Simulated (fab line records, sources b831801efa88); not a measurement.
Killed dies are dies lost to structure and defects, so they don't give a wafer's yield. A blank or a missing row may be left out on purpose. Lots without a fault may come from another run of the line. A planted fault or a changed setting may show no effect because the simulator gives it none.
Which tool did it? | flow gf180mcu | 13 lots, 39 wafers sampled, at 3 steps of a route of 602

WHAT THE GAUGES READ, wafer by wafer
GF_SAB_CD_MEAS_09: target cd 420 nm.
lot  | measured     | on        | cd_nm (nm)
L755 | day 15 06:02 | cd_sem-02 | 415.5 414.2 413.5
L756 | day 15 19:53 | cd_sem-02 | 421.0 419.6 419.8
L758 | day 16 16:48 | cd_sem-01 | 416.4 416.3 416.5
L759 | day 16 22:07 | cd_sem-01 | 422.3 421.4 424.8
L765 | day 19 04:52 | cd_sem-01 | 447.1 448.1 450.3
L770 | day 20 22:44 | cd_sem-02 | 419.8 419.4 421.1
L771 | day 21 05:32 | cd_sem-02 | 419.9 416.7 420.6
L772 | day 21 12:43 | cd_sem-01 | 420.1 423.2 421.3
L773 | day 21 19:52 | cd_sem-02 | 415.1 416.8 417.3
L774 | day 22 05:57 | cd_sem-01 | 424.3 424.8 422.5
L775 | day 22 17:44 | cd_sem-02 | 421.5 420.5 418.0
L776 | day 22 23:58 | cd_sem-02 | 420.0 421.8 417.6
L777 | day 23 05:20 | cd_sem-01 | 415.5 416.8 415.6

GF_SALICIDE_THK_MEAS_05: measures by xrf.
lot  | measured     | on            | SALICIDE_TIN_THK (nm)
L755 | day 15 06:44 | film_metro-01 | 20.43 20.54 20.39
L756 | day 15 20:34 | film_metro-01 | 20.26 20.28 20.11
L758 | day 16 17:30 | film_metro-04 | 20.32 20.52 20.21
L759 | day 16 22:48 | film_metro-04 | 20.56 20.46 20.50
L765 | day 19 05:31 | film_metro-04 | 19.89 20.14 20.16
L770 | day 20 23:26 | film_metro-04 | 20.46 20.43 20.77
L771 | day 21 06:17 | film_metro-02 | 20.34 20.22 20.26
L772 | day 21 13:22 | film_metro-01 | 20.25 20.62 20.11
L773 | day 21 20:31 | film_metro-01 | 20.33 20.47 20.48
L774 | day 22 06:35 | film_metro-02 | 19.81 19.93 19.88
L775 | day 22 18:25 | film_metro-01 | 20.14 20.16 20.08
L776 | day 23 00:37 | film_metro-04 | 20.51 20.22 20.22
L777 | day 23 06:01 | film_metro-02 | 20.10 20.08 20.10

WHICH TOOL RAN EACH LOT (tool, then ch and the chambers of the sampled wafers, then the start)
lot  | GF_SAB_EXPOSE_06
L755 | iline_stepper-01 ch 0, day 14 20:12
L756 | iline_stepper-02 ch 0, day 15 08:40
L758 | iline_stepper-02 ch 0, day 16 05:39
L759 | iline_stepper-02 ch 0, day 16 10:49
L765 | iline_stepper-02 ch 0, day 18 17:06
L770 | iline_stepper-01 ch 0, day 20 10:38
L771 | iline_stepper-02 ch 0, day 20 17:03
L772 | iline_stepper-01 ch 0, day 21 00:53
L773 | iline_stepper-02 ch 0, day 21 08:17
L774 | iline_stepper-02 ch 0, day 21 17:55
L775 | iline_stepper-02 ch 0, day 22 06:29
L776 | iline_stepper-02 ch 0, day 22 12:22
L777 | iline_stepper-01 ch 0, day 22 18:07
- GF_SAB_EXPOSE_06: exposes mask SAB, target cd 420 nm.

WHAT THE TOOLS THEMSELVES READ (means of the sampled wafers that have a number; where no wafer has one, the mark that the record gives instead)
GF_SAB_EXPOSE_06.
lot  | tool             | focus_offset_nm (nm)
L755 | iline_stepper-01 | 0.2
L756 | iline_stepper-02 | -0.4
L758 | iline_stepper-02 | 0.8
L759 | iline_stepper-02 | 0.1
L765 | iline_stepper-02 | -0.2
L770 | iline_stepper-01 | -0.1
L771 | iline_stepper-02 | -0.3
L772 | iline_stepper-01 | 0.5
L773 | iline_stepper-02 | 0.3
L774 | iline_stepper-02 | 0.3
L775 | iline_stepper-02 | 0.3
L776 | iline_stepper-02 | -0.3
L777 | iline_stepper-01 | -0.5

THE ANSWER, worked out from the rows above alone
Rule: what is usual is taken from the lots themselves. Put in order of their means at a reading, lots are off if they are a third of the lots or fewer, leave a main group of 4 or more, and stand apart from it by a gap of 3 or more times the standard deviation of the main group's means; of several such gaps the widest counts. A main group whose means are all the same, to the digits that the tables above print for the reading, isn't used. A lot without any number at a reading at which 4 lots or more have one is off too. The other lots that the step has rows for count as sound. The gauges are gone through in route order, then the tools' own readings, and for those a lot's mean is taken as printed above. The first step at which some lot is off is used, and at that step the reading that is off furthest; a lot without a number counts as furthest.
Off: L765, at GF_SAB_CD_MEAS_09 (cd_nm). The main group: mean 419.2 nm, standard deviation 2.8.
A tool fits if, at a process step before that reading, it ran every lot that is off, and no sound lot after the first of them. The gauges at GF_SAB_CD_MEAS_09 are tried like those tools. None of those tried fits.

WHAT THE SIMULATOR HAD PUT IN
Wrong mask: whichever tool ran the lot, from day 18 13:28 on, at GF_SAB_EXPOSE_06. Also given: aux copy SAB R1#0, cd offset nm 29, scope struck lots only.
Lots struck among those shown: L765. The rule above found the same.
